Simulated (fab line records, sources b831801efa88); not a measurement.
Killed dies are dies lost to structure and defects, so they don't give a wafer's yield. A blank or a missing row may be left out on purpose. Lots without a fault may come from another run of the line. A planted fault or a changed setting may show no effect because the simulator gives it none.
Chamber matching | flow gf180mcu | GF_POLY_GATE_ETCH_13 on rie_si-01: 4 sister chambers
The step etches poly-Si in HBr/Cl2, stops on SiO2, target depth 198.5 nm, time 69.6 s. 7 wafers are shown with their chamber, then 8 later ones without.

WAFERS WITH THEIR CHAMBER
wafer  | chamber | throttle_valve_pct (%) | oes_product_au (a.u.)
L200.1 | 3       | 33.690                 | 0.992
L201.6 | 0       | 33.697                 | 0.995
L202.5 | 1       | 33.680                 | 0.983
L212.1 | 2       | 33.693                 | 0.982
L212.2 | 3       | 33.677                 | 0.987
L212.6 | 1       | 33.683                 | 0.984
L214.1 | 2       | 33.690                 | 0.971

WAFERS WITHOUT THEIR CHAMBER
wafer  | throttle_valve_pct (%) | oes_product_au (a.u.)
L214.3 | 33.695                 | 0.980
L214.4 | 33.680                 | 0.984
L215.2 | 33.682                 | 0.986
L215.4 | 33.685                 | 0.997
L215.5 | 33.686                 | 1.000
L216.1 | 33.671                 | 0.972
L216.4 | 33.684                 | 0.973
L216.6 | 33.681                 | 0.984

WHICH CHAMBER EACH WENT THROUGH
wafer  | from the rows above          | in truth
L214.3 | can't be placed: 2 or 1 or 3 | 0
L214.4 | can't be placed: 1 or 3      | 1
L215.2 | can't be placed: 1 or 3      | 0
L215.4 | can't be placed: 3 or 0 or 1 | 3
L215.5 | can't be placed: 3 or 0 or 1 | 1
L216.1 | can't be placed: 1 or 2 or 3 | 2
L216.4 | can't be placed: 2 or 1 or 3 | 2
L216.6 | can't be placed: 1 or 3      | 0
Placed correctly: 0 of 8. Can't be placed from these rows: 8 (the true chamber is among the candidates in 5). Placed wrongly: 0.
How it was worked out, from the rows above alone: a wafer's distance from a chamber is the root of the sum, over the readings, of the square of ((its reading less the chamber's mean) divided by the reading's scatter). The wafer belongs to the nearest chamber; if the next one is less than 2 further off, it can't be placed. A chamber's mean is the mean of its shown wafers. The scatter: the root of (the sum of the squares of (reading less its chamber's mean) over the shown wafers, divided by (wafers less chambers)).
